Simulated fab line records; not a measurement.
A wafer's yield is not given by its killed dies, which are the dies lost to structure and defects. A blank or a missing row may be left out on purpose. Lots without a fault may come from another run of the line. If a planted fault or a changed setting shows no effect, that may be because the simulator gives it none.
The tool behind it: which one? | flow sfqLine | 47 wafers from 16 lots sampled at 2 of the route's 325 steps

WHAT THE GAUGES SHOWED, per wafer
SFQ_I6_OVL_MEAS_942.
lot  | measured     | on         | I6_OVL (nm)
L967 | day 78 03:58 | overlay-02 | -6 -4 -9
L968 | day 78 06:22 | overlay-02 | 5 0 1
L969 | day 78 08:17 | overlay-01 | -5 -6 -5
L970 | day 78 10:16 | overlay-01 | 1 -1 1
L971 | day 78 17:08 | overlay-01 | 5 -2 1
L972 | day 78 23:07 | overlay-02 | 13 4 8
L973 | day 79 04:16 | overlay-01 | -2 -10 -7
L974 | day 79 11:08 | overlay-02 | 2 4 3
L977 | day 80 03:35 | overlay-02 | -7 -10 -4
L980 | day 80 18:53 | overlay-01 | -3 5
L981 | day 82 17:05 | overlay-01 | -3 -7 -14
L982 | day 82 18:17 | overlay-01 | 1 -4 -1
L983 | day 82 21:53 | overlay-01 | 6 9 8
L987 | day 89 01:38 | overlay-01 | 4 -4 4
L988 | day 90 07:07 | overlay-02 | 5 6 5
L989 | day 90 08:19 | overlay-02 | 8 2 13

EACH LOT AND THE TOOL THAT RAN IT (in order: tool; ch and the chambers of the sampled wafers; start)
lot  | SFQ_TRILAYER_R5_STRIP_STRIP_140
L967 | rieMetal-02 ch 0,1, day 75 16:59
L968 | rieMetal-03 ch 0,1, day 76 02:35
L969 | rieMetal-04 ch 1, day 76 03:55
L970 | rieMetal-03 ch 0, day 76 07:23
L971 | rieMetal-03 ch 0,1, day 76 13:31
L972 | rieMetal-04 ch 0,1, day 77 00:07
L973 | rieMetal-02 ch 0,1, day 77 02:31
L974 | rieMetal-03 ch 0,1, day 78 08:16
L977 | rieMetal-03 ch 0,1, day 79 07:04
L980 | rieMetal-04 ch 0,1, day 79 21:16
L981 | rieMetal-02 ch 0,1, day 80 23:40
L982 | rieMetal-04 ch 0,1, day 81 02:04
L983 | rieMetal-04 ch 0,1, day 81 05:52
L987 | rieMetal-03 ch 0,1, day 81 14:16
L988 | rieMetal-02 ch 0,1, day 81 15:16
L989 | rieMetal-03 ch 0,1, day 81 16:28
- SFQ_TRILAYER_R5_STRIP_STRIP_140: strips in O2.

AS READ BY THE TOOLS THEMSELVES (means over the sampled wafers that have a number; for cases with no such wafer, the mark the record gives instead)
SFQ_TRILAYER_R5_STRIP_STRIP_140.
lot  | tool        | drypumpMotorCurrentA (A) | heBacksideLeakSccm (sccm) | oesProductAu (a.u.)
L967 | rieMetal-02 | 6.1                      | 3.81                      | 1.002
L968 | rieMetal-03 | 5.0                      | 3.63                      | 0.996
L969 | rieMetal-04 | 6.2                      | 3.54                      | 0.999
L970 | rieMetal-03 | 5.6                      | 3.66                      | 0.989
L971 | rieMetal-03 | 5.0                      | 3.51                      | 0.993
L972 | rieMetal-04 | 6.0                      | 3.34                      | 0.999
L973 | rieMetal-02 | 6.2                      | 3.58                      | 1.002
L974 | rieMetal-03 | 5.1                      | 3.54                      | 0.988
L977 | rieMetal-03 | 5.4                      | 3.56                      | 0.992
L980 | rieMetal-04 | 5.9                      | 3.37                      | 1.006
L981 | rieMetal-02 | 6.1                      | 3.76                      | 1.007
L982 | rieMetal-04 | 6.0                      | 3.47                      | 1.011
L983 | rieMetal-04 | 6.0                      | 3.33                      | 1.002
L987 | rieMetal-03 | 5.3                      | 3.63                      | 0.988
L988 | rieMetal-02 | 6.2                      | 3.89                      | 0.998
L989 | rieMetal-03 | 5.3                      | 3.52                      | 0.996

THE ANSWER, worked out from the rows above alone
Rule: the lots themselves supply what counts as usual. Put in order of their means at a reading, lots are off if they are a third of the lots or fewer, leave a main group of 4 or more, and stand apart from it by a gap of 3 or more times the standard deviation of the main group's means; of several such gaps the widest counts. If all means in a main group match to the digits the tables above print for the reading, that group is not used. Also off: a lot with no number at a reading for which 4 or more lots have one. The other lots that the step has rows for count as sound. First the gauges in route order, then the tools' own readings, where a lot's mean is used as printed above. The first step at which some lot is off is used, and at that step the reading that is off furthest; a lot without a number counts as furthest.
No lot is off at any reading shown: from this, nothing can be told.

WHAT WAS PUT IN BY THE SIMULATOR
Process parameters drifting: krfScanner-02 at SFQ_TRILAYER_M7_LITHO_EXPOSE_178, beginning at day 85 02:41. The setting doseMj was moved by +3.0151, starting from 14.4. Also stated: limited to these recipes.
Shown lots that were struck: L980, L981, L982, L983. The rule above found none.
